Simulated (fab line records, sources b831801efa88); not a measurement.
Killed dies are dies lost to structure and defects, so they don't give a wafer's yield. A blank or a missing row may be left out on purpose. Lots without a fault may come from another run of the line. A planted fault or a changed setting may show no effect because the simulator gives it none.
Chamber matching | flow sky130 | SKY_CONTACT_CMP_04 on cmp-02: 4 sister chambers
The step polishes SiO2. 4 wafers are shown with their chamber, then 12 later ones without.

WAFERS WITH THEIR CHAMBER
wafer  | chamber | motor_current_A (A)
L089.6 | 1       | 11.0
L090.1 | 0       | 11.8
L090.4 | 2       | 14.1
L090.6 | 3       | 11.8

WAFERS WITHOUT THEIR CHAMBER
wafer  | motor_current_A (A)
L093.1 | 12.2
L093.3 | 12.1
L093.5 | 12.4
L094.1 | 12.8
L094.5 | 12.5
L094.6 | 13.6
L095.3 | 12.2
L095.4 | 12.0
L095.5 | 14.1
L097.1 | 12.3
L097.3 | 12.1
L097.5 | 11.9

WHICH CHAMBER EACH WENT THROUGH
wafer  | from the rows above               | in truth
L093.1 | can't be placed: 0 or 3 or 1      | 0
L093.3 | can't be placed: 0 or 3 or 1      | 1
L093.5 | can't be placed: 0 or 3 or 1      | 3
L094.1 | can't be placed: 0 or 3 or 2 or 1 | 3
L094.5 | can't be placed: 0 or 3 or 1 or 2 | 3
L094.6 | 2                                 | 2
L095.3 | can't be placed: 0 or 3 or 1      | 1
L095.4 | can't be placed: 0 or 3 or 1      | 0
L095.5 | 2                                 | 2
L097.1 | can't be placed: 0 or 3 or 1      | 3
L097.3 | can't be placed: 0 or 3 or 1      | 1
L097.5 | can't be placed: 0 or 3 or 1      | 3
Placed correctly: 2 of 12. Can't be placed from these rows: 10 (the true chamber is among the candidates in 10). Placed wrongly: 0.
How it was worked out, from the rows above alone: a wafer's distance from a chamber is the root of the sum, over the readings, of the square of ((its reading less the chamber's mean) divided by the reading's scatter). The wafer belongs to the nearest chamber; if the next one is less than 2 further off, it can't be placed. A chamber's mean is the mean of its shown wafers. The scatter: with one shown wafer a chamber, the root of the mean of the squares of how far each hidden wafer lies from its nearest shown one.
